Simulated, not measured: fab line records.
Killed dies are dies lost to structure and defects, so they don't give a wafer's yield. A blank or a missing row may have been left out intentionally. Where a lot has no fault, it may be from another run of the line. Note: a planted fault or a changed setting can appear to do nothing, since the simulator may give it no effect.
Split-lot study + flow sfq_line + on a route of 325 steps: 5 lots, 23 wafers read

## THE SPLIT
At SFQ_TRILAYER_I1_VIA_LITHO_COAT_049 (resist thk 650 nm), the setting spin_rpm was moved away from the recipe's 3000 rpm on 10 of the 23 wafers read, by -5.3% to +6.3%. All remaining wafers had this setting at the recipe value.

The split's own step is where the reading is taken.

## THE READING
KrF_of_TRILAYER_I1_VIA_LITHO_COAT_049.thk_nm (the simulator's own value, which no gauge read), in nm, at SFQ_TRILAYER_I1_VIA_LITHO_COAT_049 (resist thk 650 nm). There is no usual value for it anywhere in the file. Here, 13 wafers ran the recipe; their average is 649.6 nm with a standard deviation of 1.8 nm.

| wafer  | tool, chamber at the split | spin_rpm as run, rpm | against the recipe | KrF_of_TRILAYER_I1_VIA_LITHO_COAT_049.thk_nm, nm | against lot-mates on the recipe |
|--------|----------------------------|----------------------|--------------------|--------------------------------------------------|---------------------------------|
| L075.3 | litho_track-01, 0          | 3000                 | recipe             | 648.5                                            | -                               |
| L075.4 | litho_track-01, 0          | 3000                 | recipe             | 648.5                                            | -                               |
| L075.5 | litho_track-01, 0          | 3000                 | recipe             | 647.5                                            | -                               |
| L079.1 | litho_track-01, 0          | 3000                 | recipe             | 651.5                                            | -                               |
| L079.2 | litho_track-01, 0          | 3000                 | recipe             | 651.6                                            | -                               |
| L079.4 | litho_track-01, 0          | 2842                 | -5.3%              | 669.7                                            | +18.6                           |
| L079.5 | litho_track-01, 0          | 3000                 | recipe             | 650.3                                            | -                               |
| L079.6 | litho_track-01, 0          | 2842                 | -5.3%              | 669.9                                            | +18.8                           |
| L080.1 | litho_track-01, 0          | 3160                 | +5.3%              | 634                                              | -17.4                           |
| L080.2 | litho_track-01, 0          | 3160                 | +5.3%              | 637.1                                            | -14.2                           |
| L080.3 | litho_track-01, 0          | 3160                 | +5.3%              | 633.3                                            | -18.1                           |
| L080.4 | litho_track-01, 0          | 3000                 | recipe             | 651.7                                            | -                               |
| L080.5 | litho_track-01, 0          | 3000                 | recipe             | 651                                              | -                               |
| L081.1 | litho_track-03, 0          | 3065                 | +2.2%              | 640.6                                            | -6.6                            |
| L081.2 | litho_track-03, 0          | 3065                 | +2.2%              | 641.6                                            | -5.6                            |
| L081.3 | litho_track-03, 0          | 3065                 | +2.2%              | 640.5                                            | -6.8                            |
| L081.5 | litho_track-03, 0          | 3000                 | recipe             | 649.5                                            | -                               |
| L081.6 | litho_track-03, 0          | 3000                 | recipe             | 645                                              | -                               |
| L083.2 | litho_track-01, 0          | 3000                 | recipe             | 649.2                                            | -                               |
| L083.3 | litho_track-01, 0          | 3000                 | recipe             | 649.6                                            | -                               |
| L083.4 | litho_track-01, 0          | 3190                 | +6.3%              | 630.7                                            | -19.1                           |
| L083.5 | litho_track-01, 0          | 3190                 | +6.3%              | 630.2                                            | -19.6                           |
| L083.6 | litho_track-01, 0          | 3000                 | recipe             | 650.6                                            | -                               |

FIT RESULTS
A straight line over all 23 wafers: KrF_of_TRILAYER_I1_VIA_LITHO_COAT_049.thk_nm changes by -3.23 nm for each +1% of spin_rpm; r = -0.98; the points scatter about the line by 2.2 nm.
The same after taking each lot's own level away (the mean of its wafers on the recipe; 23 wafers): -3.22 nm for each +1%; r = -0.99; scatter 1.2 nm.
Per that fit: largest spin_rpm move, reading shift of 20 nm.
Measured against the standard deviation above, the lots' own levels, which go from 647.25 to 651.35 nm, span 2.2 times it.
Consequently the slope shifts little with the lot-to-lot level, the two slopes agreeing.
Check: for one of the wafers moved furthest among these (+6.3%), held out of the fit, the line's prediction against its lot-mates is -20.2 nm. It came out at -19.1 nm against them.

## OTHER SPLITS APPLIED TO THESE WAFERS
Other splits were also applied to these wafers ahead of the reading. Each is held against what the fit with the lots' levels taken away leaves over:
| other split on the same wafers                  | wafers away from the commonest value | r with KrF_of_TRILAYER_I1_VIA_LITHO_COAT_049.thk_nm (lot level and that fit taken away) |
|-------------------------------------------------|--------------------------------------|-----------------------------------------------------------------------------------------|
| SFQ_TRILAYER_L0_LITHO_COAT_010 spin_rpm         | 7                                    | -0.20                                                                                   |
| SFQ_TRILAYER_L0_VIA_LITHO_COAT_013 spin_rpm     | 10                                   | -0.21                                                                                   |
| SFQ_TRILAYER_M0_LITHO_PEB_024 peb_temp_c        | 4                                    | +0.34                                                                                   |
| SFQ_TRILAYER_M0_BARC_OPEN_METAL_ETCH_031 bias_w | 5                                    | -0.02                                                                                   |
| SFQ_TRILAYER_I0_CMP_CMP_028 leave_above_ref_nm  | 6                                    | -0.14                                                                                   |
| SFQ_TRILAYER_I0_VIA_ETCH_VIA_ETCH_034 source_w  | 9                                    | -0.03                                                                                   |
| SFQ_TRILAYER_M1_LITHO_PEB_042 peb_temp_c        | 7                                    | +0.10                                                                                   |

## THE FILE'S OWN FIT
KrF_of_TRILAYER_I1_VIA_LITHO_COAT_049.thk_nm changes by -3.2 nm for each +1% of spin_rpm, r = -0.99.
